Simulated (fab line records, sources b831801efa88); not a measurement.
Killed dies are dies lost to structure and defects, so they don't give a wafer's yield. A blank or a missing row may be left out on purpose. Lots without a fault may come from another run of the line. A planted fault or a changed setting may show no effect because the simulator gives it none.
fab line records | flow gf180mcu
record lots=5 wafers=15 last_day=34
route steps=602 shown STI@30 DNWELL@32 NWELL@42 LVPWELL@54
lots that met no fault: from a run of the same line without faults
start_h: hours from the record's first day to the start of the lot's first wafer shown | wait_h: hours since the lot's step before | " the same as in the row above | L1.1+2: a row that stands for several wafers | - no value, or no start given | * or withheld: withheld | < > ~ a bound
route shown NAME@n: a module of which the file shows steps, and the number in the route of the first | usual: mean/standard deviation of fault-free wafers | same: alike in all rows | chamber/n: place in a boat | sites: the reading at each site | _std_site: their standard deviation | _edge_site: outer sites' mean less inner sites' | radius_mm: how far each site lies from the wafer's centre | mask NAME#n: copy n | behind: the tool/chamber that last shaped the wafer | hold: why the lot was held/for how many hours/how that ended | device: the transistor (n, p or np) that didn't switch | end of line: the same wafers' tests at the end of the route | a step without rows: its recipe alone | killed: dies lost to structure and defects at the first sort, not the wafer's yield | map: a wafer's dies, x killed, . not, _ none there
set.NAME: the setting as run; set.NAME@STEP: as run at that earlier step | model.NAME: the simulator's own value behind a step, which no gauge read
lots at some steps of the route; a table a step, a row a wafer
services: from which hour (start_h, from the record's first day; less than 0 if before it) a tool's chamber was out of use, for how many hours, and why
## steps
# step GF_STI_OXIDATION_29
# recipe temp_c=900 ambient=O2 stabilise_s=600 purge_s=300 target_thk_a=100 ox_time_s=1418
# usual zone_power_centre_pct=17.90/0.29
# columns lot.wafer tool chamber start_h wait_h zone_power_centre_pct
L075.1 furnace-02 0 40.20 3.3 17.63
L075.3 " 0 " " 17.43
L075.4 " 0 " " 17.47
L083.1 furnace-02 0 81.31 1.0 17.88
L083.2 " 0 " " 17.76
L083.5 " 0 " " 17.90
L085.2 furnace-01 0 87.14 0.1 17.97
L085.5 " 0 " " 18.22
L085.6 " 0 " " 18.22
L089.2 furnace-01 0 111.23 1.6 18.34
L089.4 " 0 " " 18.21
L089.6 " 0 " " 18.57
L095.2 furnace-02 0 146.61 1.7 17.84
L095.5 " 0 " " 17.92
L095.6 " 0 " " 17.48
# step GF_STI_THK_MEAS_30
# recipe reads=SiO2_of_STI_OXIDATION_29
# usual STI_OXIDATION_02_THK=9.97/0.18
# columns lot.wafer tool chamber start_h wait_h STI_OXIDATION_02_THK[nm]
L075.1 film_metro-03 - 41.60 0.0 9.75
L075.3 " - " " 9.91
L075.4 " - " " 9.82
L083.1 film_metro-03 - 82.70 0.0 10.10
L083.2 " - " " 10.05
L083.5 " - " " 9.80
L085.2 film_metro-02 - 88.54 0.0 10.14
L085.5 " - " " 9.92
L085.6 " - " " 10.02
L089.2 film_metro-04 - 112.64 0.0 10.01
L089.4 " - " " 10.13
L089.6 " - " " 10.10
L095.2 film_metro-04 - 148.02 0.0 9.89
L095.5 " - " " 9.86
L095.6 " - " " 9.83
# step GF_DNWELL_DEHYDRATE_00
# recipe temp_c=200 time_s=60
# usual exhaust_pa=44.8/0.95 plate_temp_C=199.98/0.14
# columns lot.wafer tool chamber start_h wait_h exhaust_pa plate_temp_C
L075.1 litho_track-01 0 47.63 6.0 45.2 199.97
L075.3 " 0 " " 44.9 199.83
L075.4 " 0 " " 45.0 199.85
L083.1 litho_track-01 0 88.88 6.2 46.4 200.00
L083.2 " 0 " " 46.2 199.90
L083.5 " 0 " " 45.3 199.96
L085.2 litho_track-03 0 95.04 6.5 46.5 199.85
L085.5 " 0 " " 47.4 199.99
L085.6 " 0 " " 47.9 199.87
L089.2 litho_track-04 0 119.05 6.4 45.6 200.15
L089.4 " 0 " " 43.7 200.14
L089.6 " 0 " " 45.4 200.15
L095.2 litho_track-01 0 155.26 7.2 44.6 200.11
L095.5 " 0 " " 44.3 200.06
L095.6 " 0 " " 44.8 200.00
# step GF_DNWELL_HMDS_01
# recipe prime_time_s=60 prime_temp_c=120
# usual exhaust_pa=44.8/0.94
# columns lot.wafer tool chamber start_h wait_h exhaust_pa
L075.1 litho_track-01 0 47.78 0.1 43.7
L075.3 " 0 " " 44.5
L075.4 " 0 " " 43.5
L083.1 litho_track-01 0 89.03 0.1 45.7
L083.2 " 0 " " 44.4
L083.5 " 0 " " 46.3
L085.2 litho_track-03 0 95.19 0.1 45.6
L085.5 " 0 " " 44.7
L085.6 " 0 " " 45.5
L089.2 litho_track-04 0 119.20 0.1 45.7
L089.4 " 0 " " 45.8
L089.6 " 0 " " 45.6
L095.2 litho_track-01 0 155.41 0.1 44.0
L095.5 " 0 " " 43.6
L095.6 " 0 " " 44.4
# step GF_DNWELL_COAT_02
# recipe spin_rpm=2000 resist_thk_nm=3000
# usual exhaust_pa=44.9/0.82
# columns lot.wafer tool chamber start_h wait_h exhaust_pa
L075.1 litho_track-01 0 47.93 0.1 44.1
L075.3 " 0 " " 44.8
L075.4 " 0 " " 45.5
L083.1 litho_track-01 0 89.18 0.1 44.8
L083.2 " 0 " " 44.6
L083.5 " 0 " " 44.3
L085.2 litho_track-03 0 95.34 0.1 44.8
L085.5 " 0 " " 43.7
L085.6 " 0 " " 44.0
L089.2 litho_track-04 0 119.35 0.1 45.2
L089.4 " 0 " " 46.1
L089.6 " 0 " " 45.7
L095.2 litho_track-01 0 155.56 0.1 45.6
L095.5 " 0 " " 44.9
L095.6 " 0 " " 45.0
# step GF_DNWELL_SOFTBAKE_03
# recipe temp_c=110 time_s=withheld
# usual exhaust_pa=45.1/1 plate_temp_C=110.01/0.13
# columns lot.wafer tool chamber start_h wait_h exhaust_pa plate_temp_C
L075.1 litho_track-01 0 48.08 0.1 45.2 110.04
L075.3 " 0 " " 45.0 110.13
L075.4 " 0 " " 47.4 110.12
L083.1 litho_track-01 0 89.33 0.1 46.0 110.25
L083.2 " 0 " " 45.5 110.25
L083.5 " 0 " " 47.3 110.21
L085.2 litho_track-03 0 95.49 0.1 45.3 109.92
L085.5 " 0 " " 45.9 109.92
L085.6 " 0 " " 46.3 109.80
L089.2 litho_track-04 0 119.51 0.1 46.5 109.88
L089.4 " 0 " " 45.2 109.82
L089.6 " 0 " " 46.6 110.02
L095.2 litho_track-01 0 155.72 0.1 46.7 110.14
L095.5 " 0 " " 46.8 110.14
L095.6 " 0 " " 46.3 109.98
# step GF_DNWELL_EXPOSE_04
# recipe mask_id=DNWELL target_cd_nm=1700 na=0.6 source_shape=conventional sigma_outer=0.6 dose_mj=260
# usual stage_vel_mm_s=499.99/0.27
# columns lot.wafer tool chamber start_h wait_h mask stage_vel_mm_s
L075.1 iline_stepper-02 0 - - DNWELL#0 500.13
L075.3 " 0 " " DNWELL#0 500.32
L075.4 " 0 " " DNWELL#0 500.15
L083.1 iline_stepper-01 0 - - DNWELL#0 499.67
L083.2 " 0 " " DNWELL#0 499.62
L083.5 " 0 " " DNWELL#0 499.84
L085.2 iline_stepper-02 0 - - DNWELL#0 500.70
L085.5 " 0 " " DNWELL#0 500.05
L085.6 " 0 " " DNWELL#0 500.19
L089.2 iline_stepper-01 0 - - DNWELL#0 499.87
L089.4 " 0 " " DNWELL#0 499.80
L089.6 " 0 " " DNWELL#0 500.16
L095.2 iline_stepper-01 0 - - DNWELL#0 500.03
L095.5 " 0 " " DNWELL#0 500.15
L095.6 " 0 " " DNWELL#0 500.49
# step GF_DNWELL_PEB_05
# recipe temp_c=115 time_s=withheld
# usual exhaust_pa=45.2/1.1 plate_temp_C=115.02/0.15
# columns lot.wafer tool chamber start_h wait_h exhaust_pa plate_temp_C
L075.1 litho_track-01 0 - - 45.8 115.23
L075.3 " 0 " " 46.0 115.02
L075.4 " 0 " " 46.1 114.97
L083.1 litho_track-03 0 - - 45.5 115.08
L083.2 " 0 " " 46.1 115.26
L083.5 " 0 " " 45.8 115.16
L085.2 litho_track-03 0 - - 44.2 114.76
L085.5 " 0 " " 44.7 115.10
L085.6 " 0 " " 44.6 114.90
L089.2 litho_track-01 0 - - 43.5 115.13
L089.4 " 0 " " 43.8 114.80
L089.6 " 0 " " 44.5 114.86
L095.2 litho_track-03 0 - - 44.2 115.08
L095.5 " 0 " " 43.9 115.25
L095.6 " 0 " " 44.0 115.05
# step GF_DNWELL_DEVELOP_06
# recipe wall_angle_deg=90 develop_time_s=60 dev_temp_c=23
# usual developer_temp_C=22.97/0.1 exhaust_pa=45.1/0.8
# same develop_time_s=60
# columns lot.wafer tool chamber start_h wait_h developer_temp_C exhaust_pa
L075.1 litho_track-01 0 - - 22.99 45.4
L075.3 " 0 " " 22.98 43.8
L075.4 " 0 " " 23.01 46.0
L083.1 litho_track-03 0 - - 23.06 44.8
L083.2 " 0 " " 22.96 44.8
L083.5 " 0 " " 23.12 45.2
L085.2 litho_track-03 0 - - 22.92 45.4
L085.5 " 0 " " 22.91 44.2
L085.6 " 0 " " 22.93 46.6
L089.2 litho_track-01 0 - - 23.01 45.1
L089.4 " 0 " " 23.11 44.7
L089.6 " 0 " " 22.97 45.2
L095.2 litho_track-03 0 - - 22.91 45.1
L095.5 " 0 " " 23.13 45.1
L095.6 " 0 " " 22.86 44.2
# step GF_DNWELL_IMPLANT_07
# recipe species=P energy_kev=1500 dose_cm2=1e+13 tilt_deg=0
# columns lot.wafer tool chamber start_h wait_h
L075.1+3+4 implanter-03 0 54.68 -
L083.1+2+5 implanter-02 0 96.31 -
L085.2+5+6 implanter-03 0 102.49 -
L089.2+4+6 implanter-03 0 127.06 -
L095.2+5+6 implanter-02 0 163.48 -
# step GF_DNWELL_STRIP_08
# recipe chemistry=O2/N2 power_w=1400 pressure_mtorr=1500 platen_temp_c=250 o2_flow_sccm=3000 n2_flow_sccm=300 overash_fraction=0.5
# usual drypump_motor_current_A=5.7/0.36 heater_power_w=330/17 n2_flow_sccm=299.9/0.88 oes_product_au=0.722/0.0053 strip_time_to_endpoint_s=36.95/0.11
# same overash_fraction=0.5
# columns lot.wafer tool chamber start_h wait_h drypump_motor_current_A heater_power_w n2_flow_sccm oes_product_au rf_hours_counter_h strip_time_to_endpoint_s
L075.1 plasma_asher-04 0 54.83 0.1 5.8 306 300.1 0.718 42 36.86
L075.3 " 0 " " 5.8 310 298.5 0.721 - 37.01
L075.4 " 1 " " 5.2 338 300.6 0.722 - 36.89
L083.1 plasma_asher-02 0 96.46 0.1 6.2 331 300.4 0.721 32 36.88
L083.2 " 1 " " 5.7 325 301.4 0.726 32 36.79
L083.5 " 0 " " 6.2 338 299.2 0.721 - 36.85
L085.2 plasma_asher-03 0 102.61 0.1 6.0 350 299.7 0.720 41 37.14
L085.5 " 1 " " 5.4 319 299.0 0.709 - 37.20
L085.6 " 0 " " 6.0 354 299.5 0.732 - 37.10
L089.2 plasma_asher-04 0 127.18 0.1 5.8 300 299.8 0.727 50 36.84
L089.4 " 1 " " 5.1 331 299.5 0.718 - 36.82
L089.6 " 0 " " 5.8 301 300.0 0.714 - 36.88
L095.2 plasma_asher-04 1 163.61 0.1 5.1 336 298.4 0.728 54 36.94
L095.5 " 1 " " 5.1 333 300.7 0.722 - 36.87
L095.6 " 0 " " 5.8 296 301.0 0.720 - 36.90
# step GF_DNWELL_TW_MEAS_09
# usual DNWELL_TW=1348/11
# columns lot.wafer tool chamber start_h wait_h DNWELL_TW
L075.1 film_metro-03 - 54.93 0.1 1343
L075.3 " - " " 1340
L075.4 " - " " 1332
L083.1 film_metro-03 - 96.56 0.1 1351
L083.2 " - " " 1345
L083.5 " - " " 1336
L085.2 film_metro-04 - 102.72 0.1 1334
L085.5 " - " " 1333
L085.6 " - " " 1327
L089.2 film_metro-01 - 127.29 0.1 1371
L089.4 " - " " 1368
L089.6 " - " " 1373
L095.2 film_metro-04 - 163.72 0.1 1340
L095.5 " - " " 1340
L095.6 " - " " 1343
# step GF_NWELL_DEHYDRATE_00
# recipe temp_c=200 time_s=60
# usual exhaust_pa=45.0/0.86 plate_temp_C=200.03/0.16
# columns lot.wafer tool chamber start_h wait_h exhaust_pa plate_temp_C
L075.1 litho_track-04 0 60.38 5.4 45.7 199.91
L075.3 " 0 " " 45.9 199.91
L075.4 " 0 " " 45.8 199.69
L083.1 litho_track-02 0 103.49 6.9 44.8 200.02
L083.2 " 0 " " 43.1 199.83
L083.5 " 0 " " 45.4 200.05
L085.2 litho_track-03 0 109.34 6.6 45.9 199.80
L085.5 " 0 " " 44.6 200.18
L085.6 " 0 " " 45.6 199.80
L089.2 litho_track-04 0 134.35 7.0 45.7 199.75
L089.4 " 0 " " 44.4 200.02
L089.6 " 0 " " 44.7 200.00
L095.2 litho_track-04 0 171.15 7.4 45.5 200.23
L095.5 " 0 " " 44.0 200.18
L095.6 " 0 " " 44.4 200.32
# step GF_NWELL_HMDS_01
# recipe prime_time_s=60 prime_temp_c=120
# usual exhaust_pa=45.0/0.9
# columns lot.wafer tool chamber start_h wait_h exhaust_pa
L075.1 litho_track-04 0 60.53 0.1 45.6
L075.3 " 0 " " 44.0
L075.4 " 0 " " 45.8
L083.1 litho_track-02 0 103.64 0.1 43.5
L083.2 " 0 " " 46.6
L083.5 " 0 " " 44.4
L085.2 litho_track-03 0 109.49 0.1 46.0
L085.5 " 0 " " 45.2
L085.6 " 0 " " 45.4
L089.2 litho_track-04 0 134.50 0.1 44.9
L089.4 " 0 " " 46.1
L089.6 " 0 " " 44.9
L095.2 litho_track-04 0 171.30 0.1 45.4
L095.5 " 0 " " 46.1
L095.6 " 0 " " 46.7
# step GF_NWELL_COAT_02
# recipe spin_rpm=2000 resist_thk_nm=3000
# usual exhaust_pa=45.0/0.88
# columns lot.wafer tool chamber start_h wait_h exhaust_pa
L075.1 litho_track-04 0 60.68 0.1 44.3
L075.3 " 0 " " 43.8
L075.4 " 0 " " 45.0
L083.1 litho_track-02 0 103.79 0.1 43.9
L083.2 " 0 " " 45.4
L083.5 " 0 " " 44.2
L085.2 litho_track-03 0 109.64 0.1 45.2
L085.5 " 0 " " 45.0
L085.6 " 0 " " 46.7
L089.2 litho_track-04 0 134.65 0.1 45.2
L089.4 " 0 " " 45.3
L089.6 " 0 " " 45.9
L095.2 litho_track-04 0 171.45 0.1 43.6
L095.5 " 0 " " 44.3
L095.6 " 0 " " 44.1
# step GF_NWELL_SOFTBAKE_03
# recipe temp_c=110 time_s=withheld
# usual exhaust_pa=45.1/0.92 plate_temp_C=110.01/0.15
# columns lot.wafer tool chamber start_h wait_h exhaust_pa plate_temp_C
L075.1 litho_track-04 0 60.83 0.1 44.8 109.95
L075.3 " 0 " " 45.5 110.11
L075.4 " 0 " " 44.0 110.12
L083.1 litho_track-02 0 103.94 0.1 44.0 110.01
L083.2 " 0 " " 44.3 110.00
L083.5 " 0 " " 44.5 110.14
L085.2 litho_track-03 0 109.79 0.1 45.7 110.29
L085.5 " 0 " " 46.4 109.99
L085.6 " 0 " " 45.3 110.29
L089.2 litho_track-04 0 134.81 0.1 45.1 110.05
L089.4 " 0 " " 44.0 110.12
L089.6 " 0 " " 45.5 110.12
L095.2 litho_track-04 0 171.61 0.1 47.1 110.01
L095.5 " 0 " " 46.7 109.83
L095.6 " 0 " " 45.9 109.94
# step GF_NWELL_EXPOSE_04
# recipe mask_id=Nwell target_cd_nm=860 na=0.6 source_shape=conventional sigma_outer=0.6 dose_mj=260
# usual stage_vel_mm_s=500.06/0.23
# columns lot.wafer tool chamber start_h wait_h mask stage_vel_mm_s
L075.1 iline_stepper-01 0 - - Nwell#0 499.84
L075.3 " 0 " " Nwell#0 500.12
L075.4 " 0 " " Nwell#0 500.38
L083.1 iline_stepper-01 0 - - Nwell#0 499.85
L083.2 " 0 " " Nwell#0 499.98
L083.5 " 0 " " Nwell#0 500.03
L085.2 iline_stepper-02 0 - - Nwell#0 500.01
L085.5 " 0 " " Nwell#0 499.91
L085.6 " 0 " " Nwell#0 500.39
L089.2 iline_stepper-02 0 - - Nwell#0 500.38
L089.4 " 0 " " Nwell#0 500.15
L089.6 " 0 " " Nwell#0 500.33
L095.2 iline_stepper-01 0 - - Nwell#0 499.80
L095.5 " 0 " " Nwell#0 499.68
L095.6 " 0 " " Nwell#0 499.64
# step GF_NWELL_PEB_05
# recipe temp_c=115 time_s=withheld
# usual exhaust_pa=44.9/0.99 plate_temp_C=115.02/0.14
# columns lot.wafer tool chamber start_h wait_h exhaust_pa plate_temp_C
L075.1 litho_track-02 0 - - 44.0 114.95
L075.3 " 0 " " 43.5 114.94
L075.4 " 0 " " 44.7 115.01
L083.1 litho_track-02 0 - - 44.1 115.06
L083.2 " 0 " " 44.8 115.04
L083.5 " 0 " " 43.0 114.90
L085.2 litho_track-02 0 - - 45.8 114.73
L085.5 " 0 " " 45.1 114.73
L085.6 " 0 " " 44.8 114.85
L089.2 litho_track-03 0 - - 45.8 114.98
L089.4 " 0 " " 45.2 114.81
L089.6 " 0 " " 45.4 114.87
L095.2 litho_track-04 0 - - 43.9 114.96
L095.5 " 0 " " 43.3 115.16
L095.6 " 0 " " 43.4 115.11
# step GF_NWELL_DEVELOP_06
# recipe wall_angle_deg=90 develop_time_s=60 dev_temp_c=23
# usual developer_temp_C=22.98/0.12 exhaust_pa=45.0/0.74
# same develop_time_s=60
# columns lot.wafer tool chamber start_h wait_h developer_temp_C exhaust_pa
L075.1 litho_track-02 0 - - 22.85 45.0
L075.3 " 0 " " 23.04 44.7
L075.4 " 0 " " 23.01 46.4
L083.1 litho_track-02 0 - - 22.86 43.9
L083.2 " 0 " " 23.19 44.3
L083.5 " 0 " " 23.07 45.0
L085.2 litho_track-02 0 - - 22.90 45.8
L085.5 " 0 " " 22.95 45.1
L085.6 " 0 " " 22.90 44.0
L089.2 litho_track-03 0 - - 22.86 45.0
L089.4 " 0 " " 22.76 45.3
L089.6 " 0 " " 22.94 44.5
L095.2 litho_track-04 0 - - 22.93 45.6
L095.5 " 0 " " 22.99 45.5
L095.6 " 0 " " 22.87 46.4
# step GF_NWELL_OVL_MEAS_07
# usual NWELL_OVL=0.9/1.1
# columns lot.wafer tool chamber start_h wait_h NWELL_OVL[nm]
L075.1 overlay-02 - 67.64 - 0.9
L075.3 " - " " 0.5
L075.4 " - " " 1.3
L083.1 overlay-01 - 111.19 - 0.2
L083.2 " - " " 0.1
L083.5 " - " " 0.8
L085.2 overlay-01 - 115.89 - 3.0
L085.5 " - " " 3.1
L085.6 " - " " 2.5
L089.2 overlay-02 - 142.27 - -0.7
L089.4 " - " " 2.0
L089.6 " - " " 1.0
L095.2 overlay-02 - 180.03 - 0.7
L095.5 " - " " -1.7
L095.6 " - " " 0.5
# step GF_NWELL_IMPLANT_08
# recipe species=P energy_kev=450 dose_cm2=1.5e+13 tilt_deg=0
# columns lot.wafer tool chamber start_h wait_h
L075.1+3+4 implanter-02 0 67.68 0.0
L083.1+2+5 implanter-02 0 111.22 0.0
L085.2+5+6 implanter-04 0 115.95 0.0
L089.2+4+6 implanter-02 0 142.32 0.0
L095.2+5+6 implanter-04 0 180.09 0.0
# step GF_NWELL_IMPLANT_09
# recipe species=P energy_kev=160 dose_cm2=4e+12 tilt_deg=0
# columns lot.wafer tool chamber start_h wait_h
L075.1+3+4 implanter-02 0 67.83 0.1
L083.1+2+5 implanter-02 0 111.37 0.1
L085.2+5+6 implanter-04 0 116.10 0.1
L089.2+4+6 implanter-02 0 142.47 0.1
L095.2+5+6 implanter-04 0 180.24 0.1
# step GF_NWELL_STRIP_10
# recipe chemistry=O2/N2 power_w=1400 pressure_mtorr=1500 platen_temp_c=250 o2_flow_sccm=3000 n2_flow_sccm=300 overash_fraction=0.5
# usual drypump_motor_current_A=5.7/0.34 heater_power_w=332/17 n2_flow_sccm=300.2/0.83 oes_product_au=0.722/0.0045 strip_time_to_endpoint_s=36.97/0.11
# same overash_fraction=0.5
# columns lot.wafer tool chamber start_h wait_h drypump_motor_current_A heater_power_w n2_flow_sccm oes_product_au rf_hours_counter_h strip_time_to_endpoint_s
L075.1 plasma_asher-02 1 67.98 0.1 5.7 322 299.0 0.722 29 36.71
L075.3 " 1 " " 5.6 333 300.2 0.719 - 36.81
L075.4 " 0 " " 6.2 345 298.7 0.725 - 36.72
L083.1 plasma_asher-01 0 111.52 0.1 6.1 331 302.2 0.723 44 36.90
L083.2 " 1 " " 5.7 350 300.4 0.723 44 36.92
L083.5 " 1 " " 5.6 351 300.7 0.725 - 36.92
L085.2 plasma_asher-02 1 116.22 0.1 5.6 326 299.7 0.728 35 37.14
L085.5 " 1 " " 5.6 322 300.0 0.719 - 37.17
L085.6 " 0 " " 6.2 339 299.4 0.724 - 37.15
L089.2 plasma_asher-01 1 142.60 0.1 5.6 353 301.8 0.722 48 36.90
L089.4 " 1 " " 5.6 357 300.4 0.718 - 37.15
L089.6 " 1 " " 5.6 355 301.5 0.717 - 36.99
L095.2 plasma_asher-01 1 180.36 0.1 5.7 352 299.5 0.723 51 36.92
L095.5 " 0 " " 6.1 329 300.6 0.722 - 37.07
L095.6 " 1 " " 5.6 370 299.9 0.728 - 37.11
# step GF_NWELL_TW_MEAS_11
# usual NWELL_TW=1564/17
# columns lot.wafer tool chamber start_h wait_h NWELL_TW
L075.1 film_metro-01 - 68.08 0.1 1582
L075.3 " - " " 1579
L075.4 " - " " 1577
L083.1 film_metro-03 - 111.62 0.1 1570
L083.2 " - " " 1561
L083.5 " - " " 1564
L085.2 film_metro-01 - 116.33 0.1 1575
L085.5 " - " " 1575
L085.6 " - " " 1580
L089.2 film_metro-01 - 142.71 0.1 1590
L089.4 " - " " 1582
L089.6 " - " " 1595
L095.2 film_metro-03 - 180.47 0.1 1571
L095.5 " - " " 1566
L095.6 " - " " 1568
# step GF_LVPWELL_DEHYDRATE_00
# recipe temp_c=200 time_s=60
# usual exhaust_pa=45.3/0.81 plate_temp_C=199.94/0.16
# columns lot.wafer tool chamber start_h wait_h exhaust_pa plate_temp_C
L075.1 litho_track-02 0 73.94 5.9 45.7 199.92
L075.3 " 0 " " 45.1 199.97
L075.4 " 0 " " 45.8 199.84
L083.1 litho_track-01 0 117.68 6.0 46.3 200.28
L083.2 " 0 " " 43.8 200.09
L083.5 " 0 " " 45.0 199.96
L085.2 litho_track-01 0 122.51 6.2 44.6 199.81
L085.5 " 0 " " 45.1 199.87
L085.6 " 0 " " 45.5 199.89
L089.2 litho_track-01 0 148.71 6.0 46.1 199.96
L089.4 " 0 " " 46.4 199.96
L089.6 " 0 " " 46.3 199.75
L095.2 litho_track-02 0 188.11 7.6 45.4 200.05
L095.5 " 0 " " 45.3 199.99
L095.6 " 0 " " 43.5 199.93
# step GF_LVPWELL_HMDS_01
# recipe prime_time_s=60 prime_temp_c=120
# usual exhaust_pa=45.0/0.9
# columns lot.wafer tool chamber start_h wait_h exhaust_pa
L075.1 litho_track-02 0 74.09 0.1 44.2
L075.3 " 0 " " 46.2
L075.4 " 0 " " 45.5
L083.1 litho_track-01 0 117.83 0.1 45.1
L083.2 " 0 " " 45.6
L083.5 " 0 " " 45.5
L085.2 litho_track-01 0 122.66 0.1 45.7
L085.5 " 0 " " 46.0
L085.6 " 0 " " 47.1
L089.2 litho_track-01 0 148.86 0.1 45.7
L089.4 " 0 " " 45.2
L089.6 " 0 " " 45.3
L095.2 litho_track-02 0 188.26 0.1 45.2
L095.5 " 0 " " 44.0
L095.6 " 0 " " 44.0
# step GF_LVPWELL_COAT_02
# recipe spin_rpm=2000 resist_thk_nm=3000
# usual exhaust_pa=45.2/0.84
# columns lot.wafer tool chamber start_h wait_h exhaust_pa
L075.1 litho_track-02 0 74.24 0.1 43.5
L075.3 " 0 " " 43.9
L075.4 " 0 " " 45.3
L083.1 litho_track-01 0 117.98 0.1 45.8
L083.2 " 0 " " 46.8
L083.5 " 0 " " 46.5
L085.2 litho_track-01 0 122.81 0.1 45.2
L085.5 " 0 " " 45.7
L085.6 " 0 " " 45.9
L089.2 litho_track-01 0 149.01 0.1 45.0
L089.4 " 0 " " 45.3
L089.6 " 0 " " 45.4
L095.2 litho_track-02 0 188.41 0.1 45.1
L095.5 " 0 " " 44.5
L095.6 " 0 " " 45.5
# step GF_LVPWELL_SOFTBAKE_03
# recipe temp_c=110 time_s=withheld
# usual exhaust_pa=45.0/0.97 plate_temp_C=109.98/0.14
# columns lot.wafer tool chamber start_h wait_h exhaust_pa plate_temp_C
L075.1 litho_track-02 0 74.39 0.1 44.9 109.87
L075.3 " 0 " " 44.8 109.96
L075.4 " 0 " " 43.7 110.10
L083.1 litho_track-01 0 118.13 0.1 44.9 110.12
L083.2 " 0 " " 44.3 109.88
L083.5 " 0 " " 45.0 110.19
L085.2 litho_track-01 0 122.97 0.1 46.9 110.08
L085.5 " 0 " " 45.1 109.96
L085.6 " 0 " " 44.7 110.04
L089.2 litho_track-01 0 149.17 0.1 46.0 109.91
L089.4 " 0 " " 46.0 110.09
L089.6 " 0 " " 46.8 109.93
L095.2 litho_track-02 0 188.57 0.1 42.9 109.99
L095.5 " 0 " " 44.2 109.91
L095.6 " 0 " " 43.8 109.84
# step GF_LVPWELL_EXPOSE_04
# recipe mask_id=LVPWELL target_cd_nm=600 na=0.6 source_shape=conventional sigma_outer=0.6 dose_mj=260
# usual stage_vel_mm_s=499.97/0.21
# columns lot.wafer tool chamber start_h wait_h mask stage_vel_mm_s
L075.1 iline_stepper-02 0 - - LVPWELL#0 499.92
L075.3 " 0 " " LVPWELL#0 500.05
L075.4 " 0 " " LVPWELL#0 500.33
L083.1 iline_stepper-02 0 - - LVPWELL#0 499.92
L083.2 " 0 " " LVPWELL#0 499.83
L083.5 " 0 " " LVPWELL#0 500.18
L085.2 iline_stepper-02 0 - - LVPWELL#0 499.78
L085.5 " 0 " " LVPWELL#0 499.70
L085.6 " 0 " " LVPWELL#0 500.03
L089.2 iline_stepper-02 0 - - LVPWELL#0 500.44
L089.4 " 0 " " LVPWELL#0 499.98
L089.6 " 0 " " LVPWELL#0 500.15
L095.2 iline_stepper-02 0 - - LVPWELL#0 499.97
L095.5 " 0 " " LVPWELL#0 499.82
L095.6 " 0 " " LVPWELL#0 500.13
# step GF_LVPWELL_PEB_05
# recipe temp_c=115 time_s=withheld
# usual exhaust_pa=44.8/0.85 plate_temp_C=115.05/0.13
# columns lot.wafer tool chamber start_h wait_h exhaust_pa plate_temp_C
L075.1 litho_track-02 0 - - 45.3 114.83
L075.3 " 0 " " 45.8 114.71
L075.4 " 0 " " 45.9 114.86
L083.1 litho_track-01 0 - - 44.6 114.96
L083.2 " 0 " " 44.3 114.91
L083.5 " 0 " " 45.6 115.04
L085.2 litho_track-01 0 - - 45.2 115.27
L085.5 " 0 " " 44.0 115.15
L085.6 " 0 " " 44.2 115.14
L089.2 litho_track-01 0 - - 45.8 115.33
L089.4 " 0 " " 44.6 115.10
L089.6 " 0 " " 45.1 115.11
L095.2 litho_track-04 0 - - 45.9 114.94
L095.5 " 0 " " 44.3 115.24
L095.6 " 0 " " 44.4 115.01
# step GF_LVPWELL_DEVELOP_06
# recipe wall_angle_deg=90 develop_time_s=60 dev_temp_c=23
# usual developer_temp_C=22.99/0.1 exhaust_pa=45.2/0.9
# same develop_time_s=60
# columns lot.wafer tool chamber start_h wait_h developer_temp_C exhaust_pa
L075.1 litho_track-02 0 - - 23.04 45.9
L075.3 " 0 " " 22.93 46.2
L075.4 " 0 " " 23.05 47.3
L083.1 litho_track-01 0 - - 22.97 45.1
L083.2 " 0 " " 23.15 45.5
L083.5 " 0 " " 22.97 45.6
L085.2 litho_track-01 0 - - 22.86 45.8
L085.5 " 0 " " 23.03 44.6
L085.6 " 0 " " 22.83 45.9
L089.2 litho_track-01 0 - - 22.88 43.8
L089.4 " 0 " " 22.84 44.8
L089.6 " 0 " " 22.85 45.7
L095.2 litho_track-04 0 - - 22.86 44.0
L095.5 " 0 " " 23.01 44.8
L095.6 " 0 " " 22.99 44.6
# step GF_LVPWELL_OVL_MEAS_07
# usual LVPWELL_OVL=0.3/1.4
# columns lot.wafer tool chamber start_h wait_h LVPWELL_OVL[nm]
L075.1 overlay-02 - 81.19 - -1.4
L075.3 " - " " 1.7
L075.4 " - " " 2.7
L083.1 overlay-01 - 125.48 - 1.4
L083.2 " - " " 3.3
L083.5 " - " " 0.9
L085.2 overlay-02 - 130.74 - 0.8
L085.5 " - " " -0.7
L085.6 " - " " -0.7
L089.2 overlay-01 - 156.99 - 1.4
L089.4 " - " " -2.5
L089.6 " - " " 0.1
L095.2 overlay-02 - 197.18 - -1.7
L095.5 " - " " 0.4
L095.6 " - " " -0.8
# step GF_LVPWELL_IMPLANT_08
# recipe species=B energy_kev=170 dose_cm2=1.5e+13 tilt_deg=0
# columns lot.wafer tool chamber start_h wait_h
L075.1+3+4 implanter-04 0 81.23 0.0
L083.1+2+5 implanter-04 0 125.52 0.0
L085.2+5+6 implanter-01 0 130.79 0.0
L089.2+4+6 implanter-04 0 157.04 0.0
L095.2+5+6 implanter-01 0 197.24 0.0
# step GF_LVPWELL_IMPLANT_09
# recipe species=B energy_kev=60 dose_cm2=5e+12 tilt_deg=0
# columns lot.wafer tool chamber start_h wait_h
L075.1+3+4 implanter-04 0 81.38 0.1
L083.1+2+5 implanter-04 0 125.67 0.1
L085.2+5+6 implanter-01 0 130.94 0.1
L089.2+4+6 implanter-04 0 157.19 0.1
L095.2+5+6 implanter-01 0 197.39 0.1
## services
# columns tool chamber start_h hours kind
furnace-02 - 18.06 19.6 pm
plasma_asher-03 - 31.56 2.9 repair
iline_stepper-01 - 48.42 1.1 repair
furnace-01 - 76.51 2.5 pm
plasma_asher-03 - 86.05 1.5 repair
iline_stepper-02 - 93.16 2.3 repair
plasma_asher-03 - 107.76 1.1 repair
plasma_asher-03 - 108.84 9.0 pm
furnace-02 - 109.60 3.8 pm
implanter-01 - 114.24 13.3 pm
iline_stepper-01 - 122.16 1.7 pm
furnace-01 - 122.95 18.7 pm
iline_stepper-01 - 131.21 6.5 repair
implanter-03 - 146.56 1.6 repair
furnace-01 - 146.97 3.4 pm
implanter-03 - 151.76 3.8 pm
plasma_asher-04 - 155.47 2.8 pm
implanter-03 - 162.71 2.1 repair
furnace-02 - 178.12 3.8 pm
iline_stepper-01 - 179.58 2.5 repair
implanter-01 - 187.27 5.3 pm
plasma_asher-02 - 189.37 2.8 pm
furnace-01 - 191.51 3.9 pm
furnace-02 - 193.47 6.6 repair
## key
fault none
